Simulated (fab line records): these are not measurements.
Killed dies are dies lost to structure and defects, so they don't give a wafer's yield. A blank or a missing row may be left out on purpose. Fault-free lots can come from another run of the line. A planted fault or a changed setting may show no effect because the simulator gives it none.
Which of the tools did it? + flow gf180mcu + Sampling: 11 lots, 33 wafers, 6 of 602 route steps

== WHAT THE GAUGES SHOWED, per wafer ==
GF_M4_RS_MEAS_05: the measuring method here is four-point-probe. Usual: M4_ALCU_RS 0.0690 ohm/sq, standard deviation 0.00079.
| lot  | measured     | on            | M4_ALCU_RS (ohm/sq)                       | flag |
|------|--------------|---------------|-------------------------------------------|------|
| L913 | day 22 22:44 | film_metro-03 | 0.0685 0.0702 0.0674                      |      |
| L914 | day 23 03:52 | film_metro-02 | 0.0693 0.0693 0.0697                      |      |
| L915 | day 23 16:57 | film_metro-02 | 0.0701 0.0687 0.0686                      |      |
| L916 | day 24 07:15 | film_metro-03 | 0.0676 0.0683 0.0679                      |      |
| L917 | day 24 08:20 | film_metro-03 | 0.0686 0.0693 0.0693                      |      |
| L922 | day 26 00:08 | film_metro-03 | 0.0632 0.0631 0.0638 0.0633 0.0630 0.0638 | OFF  |
| L924 | day 26 15:26 | film_metro-02 | 0.0637 0.0636 0.0637 0.0638 0.0637 0.0636 | OFF  |
| L928 | day 28 00:13 | film_metro-03 | 0.0683 0.0689 0.0698                      |      |
| L931 | day 28 22:15 | film_metro-02 | 0.0692 0.0701 0.0696                      |      |
| L934 | day 29 16:45 | film_metro-02 | 0.0684 0.0686 0.0699                      |      |
| L936 | day 30 11:23 | film_metro-02 | 0.0688 0.0679 0.0690                      |      |

GF_M4_THK_MEAS_06: measures by xrf. Usual: M4_ALCU_THK 447 nm, standard deviation 5.
| lot  | measured     | on            | M4_ALCU_THK (nm)        | flag |
|------|--------------|---------------|-------------------------|------|
| L913 | day 22 22:50 | film_metro-03 | 449 438 452             |      |
| L914 | day 23 03:59 | film_metro-02 | 447 444 444             |      |
| L915 | day 23 17:04 | film_metro-02 | 441 449 450             |      |
| L916 | day 24 07:22 | film_metro-03 | 452 450 455             |      |
| L917 | day 24 08:26 | film_metro-03 | 449 445 444             |      |
| L922 | day 26 04:07 | film_metro-03 | 490 487 483 486 489 484 | OFF  |
| L924 | day 26 17:10 | film_metro-02 | 484 485 484 482 484 484 | OFF  |
| L928 | day 28 00:19 | film_metro-03 | 449 445 444             |      |
| L931 | day 28 22:22 | film_metro-02 | 449 442 447             |      |
| L934 | day 29 16:51 | film_metro-02 | 455 455 446             |      |
| L936 | day 30 11:31 | film_metro-02 | 451 455 446             |      |

== WHICH TOOL RAN EACH LOT (tool, then ch and the chambers of the sampled wafers, then the start) ==
| lot  | GF_M4_SPUTTER_00             | GF_M4_SPUTTER_02             | GF_M4_SPUTTER_03             | GF_M4_SPUTTER_04             |
|------|------------------------------|------------------------------|------------------------------|------------------------------|
| L913 | pvd_sputter-03, day 22 22:29 | pvd_sputter-03, day 22 22:37 | pvd_sputter-03, day 22 22:39 | pvd_sputter-03, day 22 22:40 |
| L914 | pvd_sputter-02, day 23 03:38 | pvd_sputter-02, day 23 03:46 | pvd_sputter-02, day 23 03:47 | pvd_sputter-02, day 23 03:49 |
| L915 | pvd_sputter-03, day 23 16:44 | pvd_sputter-03, day 23 16:52 | pvd_sputter-03, day 23 16:53 | pvd_sputter-03, day 23 16:55 |
| L916 | pvd_sputter-04, day 24 07:02 | pvd_sputter-04, day 24 07:10 | pvd_sputter-04, day 24 07:11 | pvd_sputter-04, day 24 07:13 |
| L917 | pvd_sputter-03, day 24 08:05 | pvd_sputter-03, day 24 08:13 | pvd_sputter-03, day 24 08:15 | pvd_sputter-03, day 24 08:16 |
| L922 | pvd_sputter-03, day 25 23:52 | pvd_sputter-03, day 26 00:00 | pvd_sputter-03, day 26 00:02 | pvd_sputter-03, day 26 00:04 |
| L924 | pvd_sputter-03, day 26 15:12 | pvd_sputter-03, day 26 15:20 | pvd_sputter-03, day 26 15:22 | pvd_sputter-03, day 26 15:23 |
| L928 | pvd_sputter-02, day 27 23:57 | pvd_sputter-02, day 28 00:05 | pvd_sputter-02, day 28 00:07 | pvd_sputter-02, day 28 00:08 |
| L931 | pvd_sputter-02, day 28 22:02 | pvd_sputter-02, day 28 22:10 | pvd_sputter-02, day 28 22:11 | pvd_sputter-02, day 28 22:13 |
| L934 | pvd_sputter-04, day 29 16:16 | pvd_sputter-04, day 29 16:32 | pvd_sputter-04, day 29 16:35 | pvd_sputter-04, day 29 16:38 |
| L936 | pvd_sputter-03, day 30 11:10 | pvd_sputter-03, day 30 11:18 | pvd_sputter-03, day 30 11:20 | pvd_sputter-03, day 30 11:22 |
- GF_M4_SPUTTER_00: material Ti, target thk 37.5 nm, time 150 s.
- GF_M4_SPUTTER_02: material AlCu, target thk 450 nm, time 23.9 s.
- GF_M4_SPUTTER_03: material Ti, target thk 10 nm, time 6.7 s.
- GF_M4_SPUTTER_04: material TiN, target thk 50 nm, time 41.7 s.

== WHAT THE TOOLS THEMSELVES READ (means of the sampled wafers that have a number; where no wafer has one, the mark that the record gives instead) ==
GF_M4_SPUTTER_00. Usual: throttle_valve_pct reads 30.1 % (standard deviation 1).
| lot  | tool           | throttle_valve_pct (%) | flag |
|------|----------------|------------------------|------|
| L913 | pvd_sputter-03 | 30.7                   |      |
| L914 | pvd_sputter-02 | 30.6                   |      |
| L915 | pvd_sputter-03 | 31.2                   |      |
| L916 | pvd_sputter-04 | 29.4                   |      |
| L917 | pvd_sputter-03 | 30.7                   |      |
| L922 | pvd_sputter-03 | 29.8                   |      |
| L924 | pvd_sputter-03 | 30.2                   |      |
| L928 | pvd_sputter-02 | 29.0                   |      |
| L931 | pvd_sputter-02 | 29.4                   |      |
| L934 | pvd_sputter-04 | 29.6                   |      |
| L936 | pvd_sputter-03 | 31.0                   |      |

GF_M4_SPUTTER_02. Usual: throttle_valve_pct reads 30.1 % (standard deviation 1).
| lot  | tool           | throttle_valve_pct (%) | flag |
|------|----------------|------------------------|------|
| L913 | pvd_sputter-03 | 30.8                   |      |
| L914 | pvd_sputter-02 | 30.4                   |      |
| L915 | pvd_sputter-03 | 31.2                   |      |
| L916 | pvd_sputter-04 | 29.2                   |      |
| L917 | pvd_sputter-03 | 30.5                   |      |
| L922 | pvd_sputter-03 | 30.1                   |      |
| L924 | pvd_sputter-03 | 30.3                   |      |
| L928 | pvd_sputter-02 | 28.9                   |      |
| L931 | pvd_sputter-02 | 29.4                   |      |
| L934 | pvd_sputter-04 | 29.3                   |      |
| L936 | pvd_sputter-03 | 31.0                   |      |

GF_M4_SPUTTER_03. Usual: throttle_valve_pct reads 30.1 % (standard deviation 1).
| lot  | tool           | throttle_valve_pct (%) | flag |
|------|----------------|------------------------|------|
| L913 | pvd_sputter-03 | 30.6                   |      |
| L914 | pvd_sputter-02 | 30.5                   |      |
| L915 | pvd_sputter-03 | 31.3                   |      |
| L916 | pvd_sputter-04 | 29.3                   |      |
| L917 | pvd_sputter-03 | 30.5                   |      |
| L922 | pvd_sputter-03 | 30.0                   |      |
| L924 | pvd_sputter-03 | 30.1                   |      |
| L928 | pvd_sputter-02 | 29.0                   |      |
| L931 | pvd_sputter-02 | 29.4                   |      |
| L934 | pvd_sputter-04 | 29.4                   |      |
| L936 | pvd_sputter-03 | 31.0                   |      |

GF_M4_SPUTTER_04. Usual: throttle_valve_pct reads 30.1 % (standard deviation 1).
| lot  | tool           | throttle_valve_pct (%) | flag |
|------|----------------|------------------------|------|
| L913 | pvd_sputter-03 | 30.9                   |      |
| L914 | pvd_sputter-02 | 30.6                   |      |
| L915 | pvd_sputter-03 | 31.2                   |      |
| L916 | pvd_sputter-04 | 29.4                   |      |
| L917 | pvd_sputter-03 | 30.5                   |      |
| L922 | pvd_sputter-03 | 29.9                   |      |
| L924 | pvd_sputter-03 | 30.1                   |      |
| L928 | pvd_sputter-02 | 29.1                   |      |
| L931 | pvd_sputter-02 | 29.6                   |      |
| L934 | pvd_sputter-04 | 29.3                   |      |
| L936 | pvd_sputter-03 | 31.0                   |      |

== THE ANSWER, worked out from the rows above alone ==
Rule: take the mean of a lot's wafers that have a number; if it is more than 3 standard deviations from the usual mean, the lot is off. Also off: a lot with no number at a reading for which 4 or more lots have one. All remaining lots with rows at the step are treated as sound. After the gauges, taken in route order, come the tools' own readings; for these a lot's mean is taken, as printed above. The first step at which some lot is off is used, and at that step the reading that is off furthest; a lot without a number counts as furthest.
Off: L922, L924, seen at GF_M4_RS_MEAS_05 (M4_ALCU_RS).
A tool fits if, at a process step before that reading, it ran every lot that is off, and no sound lot after the first of them. Those tools and the gauges at GF_M4_RS_MEAS_05 are tried in the same way. Not one of the candidates tried fits.

== WHAT THE SIMULATOR HAD INSERTED ==
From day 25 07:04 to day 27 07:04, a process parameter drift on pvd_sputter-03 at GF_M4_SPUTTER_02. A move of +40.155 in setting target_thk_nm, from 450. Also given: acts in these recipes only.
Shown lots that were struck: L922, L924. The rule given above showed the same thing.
